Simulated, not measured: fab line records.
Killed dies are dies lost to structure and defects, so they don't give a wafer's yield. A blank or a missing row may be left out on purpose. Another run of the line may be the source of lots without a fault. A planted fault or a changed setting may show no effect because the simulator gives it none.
The tool behind it: which one? :: flow gf180mcu :: 36 wafers from 12 lots sampled at 5 of the route's 602 steps

WHAT EACH GAUGE READ, for each wafer
The record holds no reading of a measuring or inspecting step that can be judged against a usual standard deviation.

WHICH TOOL RAN EACH LOT (tool, then ch and the chambers of the sampled wafers, then the start)
lot: L901
GF_SAB_COAT_04: litho track-03 ch 0, day 14 15:35
GF_SAB_STRIP_13: plasma asher-04 ch 0,1, day 15 02:31
GF_V3_CVD_23: cvd w-02 ch 0,1, day 22 07:15
GF_M4_METAL_ETCH_16: rie metal-02 ch 0, day 23 06:44
GF_M4_STRIP_17: plasma asher-01 ch 0,1, day 23 07:00

lot: L902
GF_SAB_COAT_04: litho track-03 ch 0, day 14 18:28
GF_SAB_STRIP_13: plasma asher-01 ch 0,1, day 15 05:51
GF_V3_CVD_23: cvd w-01 ch 0,1, day 22 10:40
GF_M4_METAL_ETCH_16: rie metal-01 ch 0,1, day 23 10:59
GF_M4_STRIP_17: plasma asher-01 ch 0,1, day 23 11:07

lot: L905
GF_SAB_COAT_04: litho track-03 ch 0, day 16 09:20
GF_SAB_STRIP_13: plasma asher-03 ch 0,1, day 16 20:27
GF_V3_CVD_23: cvd w-02 ch 0,1, day 24 01:09
GF_M4_METAL_ETCH_16: rie metal-01 ch 0,1, day 25 00:10
GF_M4_STRIP_17: plasma asher-03 ch 0,1, day 25 00:23

lot: L906
GF_SAB_COAT_04: litho track-01 ch 0, day 16 15:37
GF_SAB_STRIP_13: plasma asher-03 ch 0,1, day 17 03:19
GF_V3_CVD_23: cvd w-01 ch 0,1, day 24 08:51
GF_M4_METAL_ETCH_16: rie metal-03 ch 0,1, day 25 07:28
GF_M4_STRIP_17: plasma asher-03 ch 0,1, day 25 07:36

lot: L909
GF_SAB_COAT_04: litho track-02 ch 0, day 17 16:02
GF_SAB_STRIP_13: plasma asher-04 ch 0,1, day 18 04:32
GF_V3_CVD_23: cvd w-02 ch 0,1, day 25 09:26
GF_M4_METAL_ETCH_16: rie metal-03 ch 0,1, day 26 07:56
GF_M4_STRIP_17: plasma asher-01 ch 0,1, day 26 08:03

lot: L910
GF_SAB_COAT_04: litho track-03 ch 0, day 17 23:58
GF_SAB_STRIP_13: plasma asher-01 ch 0,1, day 18 12:08
GF_V3_CVD_23: cvd w-02 ch 0,1, day 25 19:10
GF_M4_METAL_ETCH_16: rie metal-01 ch 1, day 26 16:38
GF_M4_STRIP_17: plasma asher-04 ch 0,1, day 26 16:46

lot: L911
GF_SAB_COAT_04: litho track-03 ch 0, day 18 10:44
GF_SAB_STRIP_13: plasma asher-04 ch 0,1, day 18 23:21
GF_V3_CVD_23: cvd w-02 ch 0,1, day 26 02:36
GF_M4_METAL_ETCH_16: rie metal-03 ch 0,1, day 27 00:08
GF_M4_STRIP_17: plasma asher-04 ch 0,1, day 27 00:16

lot: L912
GF_SAB_COAT_04: litho track-03 ch 0, day 18 14:23
GF_SAB_STRIP_13: plasma asher-04 ch 0,1, day 19 02:29
GF_V3_CVD_23: cvd w-02 ch 0,1, day 26 07:28
GF_M4_METAL_ETCH_16: rie metal-02 ch 0,1, day 27 03:58
GF_M4_STRIP_17: plasma asher-04 ch 0,1, day 27 04:06

lot: L916
GF_SAB_COAT_04: litho track-01 ch 0, day 20 07:22
GF_SAB_STRIP_13: plasma asher-01 ch 1, day 20 19:32
GF_V3_CVD_23: cvd w-01 ch 1, day 27 17:17
GF_M4_METAL_ETCH_16: rie metal-03 ch 1, day 28 14:01
GF_M4_STRIP_17: plasma asher-04 ch 0,1, day 28 14:17

lot: L917
GF_SAB_COAT_04: litho track-03 ch 0, day 20 11:50
GF_SAB_STRIP_13: plasma asher-03 ch 0,1, day 21 00:34
GF_V3_CVD_23: cvd w-02 ch 0,1, day 27 19:59
GF_M4_METAL_ETCH_16: rie metal-03 ch 1, day 28 16:47
GF_M4_STRIP_17: plasma asher-04 ch 0,1, day 28 16:59

lot: L918
GF_SAB_COAT_04: litho track-03 ch 0, day 20 22:13
GF_SAB_STRIP_13: plasma asher-03 ch 0,1, day 21 11:20
GF_V3_CVD_23: cvd w-01 ch 0,1, day 28 10:11
GF_M4_METAL_ETCH_16: rie metal-03 ch 0,1, day 29 06:56
GF_M4_STRIP_17: plasma asher-04 ch 0, day 29 07:04

lot: L924
GF_SAB_COAT_04: litho track-01 ch 0, day 22 23:47
GF_SAB_STRIP_13: plasma asher-03 ch 0,1, day 23 12:11
GF_V3_CVD_23: cvd w-02 ch 0,1, day 29 23:07
GF_M4_METAL_ETCH_16: rie metal-01 ch 0,1, day 30 18:46
GF_M4_STRIP_17: plasma asher-01 ch 0,1, day 30 18:54
- GF_SAB_COAT_04: resist thk 1000 nm.
- GF_SAB_STRIP_13: strips in O2/N2.
- GF_V3_CVD_23: deposits W, target thk 350 nm, time 104.9 s.
- GF_M4_METAL_ETCH_16: etches the open film in Cl2/BCl3, stops on SiO2, target depth 750.8 nm, time 125.1 s.
- GF_M4_STRIP_17: strips in O2/N2.

WHAT THE TOOLS THEMSELVES READ (means of the sampled wafers that have a number; where no wafer has one, the mark that the record gives instead)
GF_SAB_COAT_04. Usual: 3000.0 rpm for spin speed rpm, sd 2.1.
lot: L901
tool: litho track-03
spin speed rpm (rpm): 2998.6
flag: 

lot: L902
tool: litho track-03
spin speed rpm (rpm): 3000.9
flag: 

lot: L905
tool: litho track-03
spin speed rpm (rpm): 2999.2
flag: 

lot: L906
tool: litho track-01
spin speed rpm (rpm): 3001.2
flag: 

lot: L909
tool: litho track-02
spin speed rpm (rpm): 3000.2
flag: 

lot: L910
tool: litho track-03
spin speed rpm (rpm): 2999.4
flag: 

lot: L911
tool: litho track-03
spin speed rpm (rpm): 3001.9
flag: 

lot: L912
tool: litho track-03
spin speed rpm (rpm): 2998.7
flag: 

lot: L916
tool: litho track-01
spin speed rpm (rpm): 2996.9
flag: 

lot: L917
tool: litho track-03
spin speed rpm (rpm): 3149.8
flag: OFF

lot: L918
tool: litho track-03
spin speed rpm (rpm): 3147.5
flag: OFF

lot: L924
tool: litho track-01
spin speed rpm (rpm): 3000.1
flag: 

GF_SAB_STRIP_13. Usual: drypump motor current A 5.7 A, standard deviation 0.52; heater power w 312 W, standard deviation 22; oes product au 0.709 a.u., standard deviation 0.0046; strip time to endpoint s 12.59 s, standard deviation 0.035.
lot: L901
tool: plasma asher-04
drypump motor current A (A): 5.5
heater power w (W): 309
oes product au (a.u.): 0.709
strip time to endpoint s (s): 12.57
flag: 

lot: L902
tool: plasma asher-01
drypump motor current A (A): 5.7
heater power w (W): 329
oes product au (a.u.): 0.710
strip time to endpoint s (s): 12.58
flag: 

lot: L905
tool: plasma asher-03
drypump motor current A (A): 6.0
heater power w (W): 296
oes product au (a.u.): 0.709
strip time to endpoint s (s): 12.63
flag: 

lot: L906
tool: plasma asher-03
drypump motor current A (A): 5.4
heater power w (W): 286
oes product au (a.u.): 0.708
strip time to endpoint s (s): 12.62
flag: 

lot: L909
tool: plasma asher-04
drypump motor current A (A): 5.5
heater power w (W): 306
oes product au (a.u.): 0.706
strip time to endpoint s (s): 12.64
flag: 

lot: L910
tool: plasma asher-01
drypump motor current A (A): 5.6
heater power w (W): 332
oes product au (a.u.): 0.708
strip time to endpoint s (s): 12.59
flag: 

lot: L911
tool: plasma asher-04
drypump motor current A (A): 5.7
heater power w (W): 317
oes product au (a.u.): 0.706
strip time to endpoint s (s): 12.62
flag: 

lot: L912
tool: plasma asher-04
drypump motor current A (A): 5.5
heater power w (W): 309
oes product au (a.u.): 0.707
strip time to endpoint s (s): 12.58
flag: 

lot: L916
tool: plasma asher-01
drypump motor current A (A): 5.5
heater power w (W): 336
oes product au (a.u.): 0.710
strip time to endpoint s (s): 12.59
flag: 

lot: L917
tool: plasma asher-03
drypump motor current A (A): 6.0
heater power w (W): 293
oes product au (a.u.): 0.711
strip time to endpoint s (s): 12.35
flag: OFF

lot: L918
tool: plasma asher-03
drypump motor current A (A): 5.4
heater power w (W): 287
oes product au (a.u.): 0.713
strip time to endpoint s (s): 12.33
flag: OFF

lot: L924
tool: plasma asher-03
drypump motor current A (A): 6.0
heater power w (W): 296
oes product au (a.u.): 0.712
strip time to endpoint s (s): 12.54
flag: 

GF_V3_CVD_23. Usual: 786 W for heater power w, sd 78.
lot: L901
tool: cvd w-02
heater power w (W): 823
flag: 

lot: L902
tool: cvd w-01
heater power w (W): 792
flag: 

lot: L905
tool: cvd w-02
heater power w (W): 743
flag: 

lot: L906
tool: cvd w-01
heater power w (W): 807
flag: 

lot: L909
tool: cvd w-02
heater power w (W): 824
flag: 

lot: L910
tool: cvd w-02
heater power w (W): 809
flag: 

lot: L911
tool: cvd w-02
heater power w (W): 814
flag: 

lot: L912
tool: cvd w-02
heater power w (W): 747
flag: 

lot: L916
tool: cvd w-01
heater power w (W): 786
flag: 

lot: L917
tool: cvd w-02
heater power w (W): 739
flag: 

lot: L918
tool: cvd w-01
heater power w (W): 806
flag: 

lot: L924
tool: cvd w-02
heater power w (W): 756
flag: 

GF_M4_METAL_ETCH_16. Usual: bcl3 flow sccm 40.01 sccm, standard deviation 0.11; drypump motor current A 5.9 A, standard deviation 0.47; he backside leak sccm 3.40 sccm, standard deviation 0.24; oes product au 0.990 a.u., standard deviation 0.0082; rf fwd power W 796.6 W, standard deviation 2.9; throttle valve pct 28.230 %, standard deviation 0.011.
lot: L901
tool: rie metal-02
bcl3 flow sccm (sccm): 40.03
drypump motor current A (A): 5.3
he backside leak sccm (sccm): 3.21
oes product au (a.u.): 0.990
rf fwd power W (W): 797.0
throttle valve pct (%): 28.221
flag: 

lot: L902
tool: rie metal-01
bcl3 flow sccm (sccm): 40.06
drypump motor current A (A): 6.2
he backside leak sccm (sccm): 3.48
oes product au (a.u.): 0.992
rf fwd power W (W): 796.6
throttle valve pct (%): 28.231
flag: 

lot: L905
tool: rie metal-01
bcl3 flow sccm (sccm): 40.11
drypump motor current A (A): 6.3
he backside leak sccm (sccm): 3.52
oes product au (a.u.): 0.992
rf fwd power W (W): 795.8
throttle valve pct (%): 28.227
flag: 

lot: L906
tool: rie metal-03
bcl3 flow sccm (sccm): 39.93
drypump motor current A (A): 5.8
he backside leak sccm (sccm): 3.36
oes product au (a.u.): 0.994
rf fwd power W (W): 797.8
throttle valve pct (%): 28.228
flag: 

lot: L909
tool: rie metal-03
bcl3 flow sccm (sccm): 40.12
drypump motor current A (A): 5.8
he backside leak sccm (sccm): 3.26
oes product au (a.u.): 0.988
rf fwd power W (W): 796.3
throttle valve pct (%): 28.229
flag: 

lot: L910
tool: rie metal-01
bcl3 flow sccm (sccm): 39.87
drypump motor current A (A): 6.2
he backside leak sccm (sccm): 3.47
oes product au (a.u.): 0.996
rf fwd power W (W): 797.7
throttle valve pct (%): 28.222
flag: 

lot: L911
tool: rie metal-03
bcl3 flow sccm (sccm): 39.99
drypump motor current A (A): 5.8
he backside leak sccm (sccm): 3.24
oes product au (a.u.): 0.992
rf fwd power W (W): 796.8
throttle valve pct (%): 28.224
flag: 

lot: L912
tool: rie metal-02
bcl3 flow sccm (sccm): 40.08
drypump motor current A (A): 5.2
he backside leak sccm (sccm): 3.03
oes product au (a.u.): 0.988
rf fwd power W (W): 793.7
throttle valve pct (%): 28.230
flag: 

lot: L916
tool: rie metal-03
bcl3 flow sccm (sccm): 39.95
drypump motor current A (A): 6.3
he backside leak sccm (sccm): 3.49
oes product au (a.u.): 0.984
rf fwd power W (W): 793.1
throttle valve pct (%): 28.238
flag: 

lot: L917
tool: rie metal-03
bcl3 flow sccm (sccm): 40.06
drypump motor current A (A): 6.3
he backside leak sccm (sccm): 3.63
oes product au (a.u.): 0.979
rf fwd power W (W): 799.0
throttle valve pct (%): 28.239
flag: 

lot: L918
tool: rie metal-03
bcl3 flow sccm (sccm): 39.97
drypump motor current A (A): 6.0
he backside leak sccm (sccm): 3.31
oes product au (a.u.): 0.984
rf fwd power W (W): 800.4
throttle valve pct (%): 28.235
flag: 

lot: L924
tool: rie metal-01
bcl3 flow sccm (sccm): 39.99
drypump motor current A (A): 6.2
he backside leak sccm (sccm): 3.54
oes product au (a.u.): 0.998
rf fwd power W (W): 795.3
throttle valve pct (%): 28.234
flag: 

GF_M4_STRIP_17. Usual: drypump motor current A 5.7 A, standard deviation 0.5; heater power w 315 W, standard deviation 21; oes product au 0.537 a.u., standard deviation 0.0057; strip time to endpoint s 7.38 s, standard deviation 0.084.
lot: L901
tool: plasma asher-01
drypump motor current A (A): 5.8
heater power w (W): 331
oes product au (a.u.): 0.539
strip time to endpoint s (s): 7.39
flag: 

lot: L902
tool: plasma asher-01
drypump motor current A (A): 5.7
heater power w (W): 328
oes product au (a.u.): 0.540
strip time to endpoint s (s): 7.35
flag: 

lot: L905
tool: plasma asher-03
drypump motor current A (A): 5.4
heater power w (W): 288
oes product au (a.u.): 0.531
strip time to endpoint s (s): 7.27
flag: 

lot: L906
tool: plasma asher-03
drypump motor current A (A): 6.0
heater power w (W): 298
oes product au (a.u.): 0.535
strip time to endpoint s (s): 7.35
flag: 

lot: L909
tool: plasma asher-01
drypump motor current A (A): 5.7
heater power w (W): 332
oes product au (a.u.): 0.531
strip time to endpoint s (s): 7.36
flag: 

lot: L910
tool: plasma asher-04
drypump motor current A (A): 5.7
heater power w (W): 323
oes product au (a.u.): 0.529
strip time to endpoint s (s): 7.27
flag: 

lot: L911
tool: plasma asher-04
drypump motor current A (A): 5.5
heater power w (W): 306
oes product au (a.u.): 0.540
strip time to endpoint s (s): 7.40
flag: 

lot: L912
tool: plasma asher-04
drypump motor current A (A): 5.7
heater power w (W): 318
oes product au (a.u.): 0.539
strip time to endpoint s (s): 7.40
flag: 

lot: L916
tool: plasma asher-04
drypump motor current A (A): 5.7
heater power w (W): 323
oes product au (a.u.): 0.545
strip time to endpoint s (s): 7.42
flag: 

lot: L917
tool: plasma asher-04
drypump motor current A (A): 5.7
heater power w (W): 317
oes product au (a.u.): 0.546
strip time to endpoint s (s): 7.54
flag: 

lot: L918
tool: plasma asher-04
drypump motor current A (A): 6.0
heater power w (W): 330
oes product au (a.u.): 0.534
strip time to endpoint s (s): 7.38
flag: 

lot: L924
tool: plasma asher-01
drypump motor current A (A): 5.8
heater power w (W): 333
oes product au (a.u.): 0.532
strip time to endpoint s (s): 7.30
flag: 

THE ANSWER, worked out from the rows above alone
Rule: a lot is off if the mean of its wafers that have a number lies more than 3 standard deviations from the usual mean. A lot without any number at a reading at which 4 lots or more have one is off too. All remaining lots with rows at the step are treated as sound. Order of review: gauges by route order, followed by the tools' own readings, for which a lot's mean as printed above is used. At the first step where some lot is off, the reading lying furthest off is the one used; lots without a number count as furthest.
Off: L917, L918, at GF_SAB_COAT_04 (spin speed rpm).
A tool fits if, at that step or a process step before it, it ran every lot that is off, and no sound lot after the first of them. One fits: litho track-03 at GF_SAB_COAT_04. Its last sound lot is L912 (day 18 14:23), its first lot that is off L917 (day 20 11:50): a fault that began between those two fits.
The tool's own readings at GF_SAB_COAT_04 bear it out: on the lots that are off they differ by more than 5 times the standard deviation of the sound lots' means. spin speed rpm reads 3148.7 rpm there against 2999.7 rpm on the sound lots.

WHAT THE SIMULATOR PUT IN
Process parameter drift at GF_SAB_COAT_04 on litho track-03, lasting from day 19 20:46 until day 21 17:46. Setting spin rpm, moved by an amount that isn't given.
Struck lots among those shown: L917, L918. The rule above reached the same finding.
